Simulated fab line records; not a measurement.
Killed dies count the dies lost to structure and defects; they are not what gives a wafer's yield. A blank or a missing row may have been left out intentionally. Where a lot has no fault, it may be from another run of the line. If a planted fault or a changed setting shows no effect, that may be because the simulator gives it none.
Which tool did it? :: flow gf180mcu :: Sampling: 7 lots, 21 wafers, 2 of 602 route steps

== WHAT EACH GAUGE READ, for each wafer ==
GF_MVPSD_OVL_MEAS_07.
lot: L283
measured: day 5 05:34
on: overlay-02
MVPSD_OVL (nm): -1.7 0.8 -0.1

lot: L287
measured: day 6 04:07
on: overlay-01
MVPSD_OVL (nm): 1.1 0.3 0.0

lot: L292
measured: day 7 12:18
on: overlay-01
MVPSD_OVL (nm): - - -

lot: L294
measured: day 7 19:04
on: overlay-01
MVPSD_OVL (nm): 2.2 0.7 1.4

lot: L300
measured: day 9 11:13
on: overlay-02
MVPSD_OVL (nm): -0.6 -0.5 -0.6

lot: L302
measured: day 10 00:55
on: overlay-01
MVPSD_OVL (nm): -0.3 -0.4 -0.8

lot: L304
measured: day 10 11:06
on: overlay-02
MVPSD_OVL (nm): 2.5 1.4 -0.5

== WHAT TOOL EACH LOT RAN ON (gives the tool, then ch and the chambers of the sampled wafers, and finally the start) ==
lot: L283
GF_MVPSD_COAT_02: litho-track-01 ch 0, day 4 23:02

lot: L287
GF_MVPSD_COAT_02: litho-track-04 ch 0, day 5 20:34

lot: L292
GF_MVPSD_COAT_02: litho-track-04, day 7 04:01

lot: L294
GF_MVPSD_COAT_02: litho-track-04 ch 0, day 7 11:01

lot: L300
GF_MVPSD_COAT_02: litho-track-04 ch 0, day 9 02:46

lot: L302
GF_MVPSD_COAT_02: litho-track-04 ch 0, day 9 16:08

lot: L304
GF_MVPSD_COAT_02: litho-track-02 ch 0, day 10 01:54
- GF_MVPSD_COAT_02: resist thk 3000 nm.

== THE ANSWER, worked out from the rows above alone ==
Rule: the lots themselves supply what counts as usual. The widest of any qualifying gaps counts: lots, ordered by their means at a reading, are off when they make up no more than a third of the lots, leave a main group of 4 or more, and stand apart from it by 3 or more times the standard deviation of that group's means. A main group is skipped when, at the precision printed for the reading in the tables above, its means are all equal. Also off: a lot with no number at a reading for which 4 or more lots have one. All remaining lots with rows at the step are treated as sound.
Off: at GF_MVPSD_OVL_MEAS_07 (MVPSD_OVL), L292. Without a number there: L292. The main group: mean 0.3 nm, standard deviation 0.8.
If a tool, at a process step before that reading, ran all the lots that are off and no sound lot after the first of them, it fits. Those tools and the gauges at GF_MVPSD_OVL_MEAS_07 are tried in the same way. Of those tried, none fits.

== WHAT THE SIMULATOR HAD INSERTED ==
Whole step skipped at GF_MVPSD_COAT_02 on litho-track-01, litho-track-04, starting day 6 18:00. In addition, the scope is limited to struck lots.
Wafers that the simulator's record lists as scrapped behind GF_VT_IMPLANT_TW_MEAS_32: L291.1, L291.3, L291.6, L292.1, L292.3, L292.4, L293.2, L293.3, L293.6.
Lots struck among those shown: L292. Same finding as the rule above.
